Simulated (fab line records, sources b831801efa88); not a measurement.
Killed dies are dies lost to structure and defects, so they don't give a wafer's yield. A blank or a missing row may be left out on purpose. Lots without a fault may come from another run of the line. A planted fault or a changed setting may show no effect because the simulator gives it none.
Tool commonality check | flow sky130 | 15 lots, 45 wafers sampled

WHY IT WAS OPENED
At SKY_RES_XHIGH_TW_MEAS_09 the reading RES_XHIGH_TW is flagged on 3 of 15 lots. Wafers without a fault read 1640, standard deviation 8.6.
Rule: a lot is flagged when every wafer of it that has a number lies more than 4 standard deviations from that mean, or none has a number. The other lots count as sound.

lot  | measured     | on            | RES_XHIGH_TW, wafer by wafer | flag
L846 | day 26 22:44 | film_metro-03 | 1626 1645 1626               |
L845 | day 26 23:20 | film_metro-02 | 1645 1640 1643               |
L848 | day 27 17:47 | film_metro-01 | 1651 1653 1648               |
L849 | day 29 02:04 | film_metro-02 | 1654 1641 1640               |
L852 | day 29 02:40 | film_metro-02 | 1637 1635 1645               |
L859 | day 31 13:40 | film_metro-02 | 2854 2864 2852               | FLAGGED
L860 | day 31 21:40 | film_metro-02 | 2864 2871 2882               | FLAGGED
L861 | day 32 04:58 | film_metro-01 | 2884 2894 2884               | FLAGGED
L862 | day 32 07:26 | film_metro-02 | 1633 1632 1645               |
L863 | day 32 12:17 | film_metro-03 | 1636 1629 1635               |
L865 | day 33 13:29 | film_metro-03 | 1631 1638 1620               |
L864 | day 33 14:08 | film_metro-01 | 1651 1651 1666               |
L866 | day 33 17:25 | film_metro-03 | 1631 1625 1633               |
L867 | day 33 22:43 | film_metro-03 | 1632 1634 1633               |
L868 | day 34 06:48 | film_metro-02 | 1632 1633 1628               |
The numbers of the flagged lots are 2872 on average: +1232 against the usual, or +99 or more standard deviations.

WHICH TOOL RAN EACH LOT
The record holds 1 process step before the reading, out of a route of 708 steps. In each cell: the tool, then ch and the chambers that the sampled wafers went through, then the start.
lot  | flag    | SKY_SD_P_COAT_02
L846 |         | litho_track-04 ch 0, day 25 02:20
L845 |         | litho_track-01 ch 0, day 25 03:31
L848 |         | litho_track-01 ch 0, day 25 21:25
L849 |         | litho_track-04 ch 0, day 27 07:26
L852 |         | litho_track-04 ch 0, day 27 08:40
L859 | FLAGGED | litho_track-04, day 29 19:14
L860 | FLAGGED | litho_track-03, day 30 03:24
L861 | FLAGGED | litho_track-03, day 30 09:54
L862 |         | litho_track-01 ch 0, day 30 12:52
L863 |         | litho_track-04 ch 0, day 30 18:40
L865 |         | litho_track-04 ch 0, day 31 19:31
L864 |         | litho_track-03 ch 0, day 31 20:42
L866 |         | litho_track-03 ch 0, day 31 22:57
L867 |         | litho_track-03 ch 0, day 32 05:00
L868 |         | litho_track-01 ch 0, day 32 15:01
What these steps do:
- SKY_SD_P_COAT_02: resist thk 1140 nm.
- SKY_RES_XHIGH_TW_MEAS_09

FLAGGED OVER TOTAL, TOOL BY TOOL (the gauges that took the reading come last)
step                     | tool           | lots run | flagged | share of the flagged lots | sound lots run after its first flagged lot
SKY_SD_P_COAT_02         | litho_track-01 | 4        | 0       | none                      | -
SKY_SD_P_COAT_02         | litho_track-03 | 5        | 2       | some                      | 3 (L864,L866,L867)
SKY_SD_P_COAT_02         | litho_track-04 | 6        | 1       | some                      | 2 (L863,L865)
SKY_RES_XHIGH_TW_MEAS_09 | film_metro-01  | 3        | 1       | some                      | 1 (L864)
SKY_RES_XHIGH_TW_MEAS_09 | film_metro-02  | 7        | 2       | some                      | 2 (L862,L868)
SKY_RES_XHIGH_TW_MEAS_09 | film_metro-03  | 5        | 0       | none                      | -

WHAT THE TABLE ALLOWS
No row of the table ran every flagged lot.

WHAT THE SIMULATOR HAD PUT IN
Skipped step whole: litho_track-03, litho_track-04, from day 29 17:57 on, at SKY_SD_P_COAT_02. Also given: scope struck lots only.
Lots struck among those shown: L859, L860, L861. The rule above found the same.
